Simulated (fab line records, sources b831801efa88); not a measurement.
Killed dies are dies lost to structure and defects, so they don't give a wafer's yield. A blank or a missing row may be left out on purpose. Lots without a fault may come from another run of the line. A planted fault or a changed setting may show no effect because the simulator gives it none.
Which tool did it? | flow gf180mcu | 6 lots, 18 wafers sampled, at 2 steps of a route of 602

WHAT THE GAUGES READ, wafer by wafer
GF_VT_IMPLANT_RS_MEAS_49: measures by four-point-probe.
lot  | measured     | on            | MVPSD_RS (ohm/sq)
L203 | day 7 20:55  | film_metro-01 | 1164 1168 1169
L209 | day 9 13:50  | film_metro-02 | 1168 1169 1171
L211 | day 10 01:02 | film_metro-02 | 1163 1163 1163
L214 | day 10 22:26 | film_metro-02 | 1169 1167 1167
L220 | day 12 16:38 | film_metro-04 | 1194 1191 1193
L224 | day 13 19:49 | film_metro-02 | 1162 1170 1165

WHICH TOOL RAN EACH LOT (tool, then ch and the chambers of the sampled wafers, then the start)
lot  | GF_MVPSD_IMPLANT_08
L203 | implanter-03 ch 0, day 5 06:53
L209 | implanter-04 ch 0, day 6 18:58
L211 | implanter-04 ch 0, day 7 05:49
L214 | implanter-02 ch 0, day 8 00:28
L220 | implanter-03 ch 0, day 9 13:14
L224 | implanter-02 ch 0, day 10 12:53
- GF_MVPSD_IMPLANT_08

THE ANSWER, worked out from the rows above alone
Rule: what is usual is taken from the lots themselves. Put in order of their means at a reading, lots are off if they are a third of the lots or fewer, leave a main group of 4 or more, and stand apart from it by a gap of 3 or more times the standard deviation of the main group's means; of several such gaps the widest counts. A main group whose means are all the same, to the digits that the tables above print for the reading, isn't used. A lot without any number at a reading at which 4 lots or more have one is off too. The other lots that the step has rows for count as sound.
Off: L220, at GF_VT_IMPLANT_RS_MEAS_49 (MVPSD_RS). The main group: mean 1167 ohm/sq, standard deviation 2.1.
A tool fits if, at a process step before that reading, it ran every lot that is off, and no sound lot after the first of them. The gauges at GF_VT_IMPLANT_RS_MEAS_49 are tried like those tools. Can't be told from this: 2 tools fit, implanter-03 at GF_MVPSD_IMPLANT_08, film_metro-04 at GF_VT_IMPLANT_RS_MEAS_49.

WHAT THE SIMULATOR HAD PUT IN
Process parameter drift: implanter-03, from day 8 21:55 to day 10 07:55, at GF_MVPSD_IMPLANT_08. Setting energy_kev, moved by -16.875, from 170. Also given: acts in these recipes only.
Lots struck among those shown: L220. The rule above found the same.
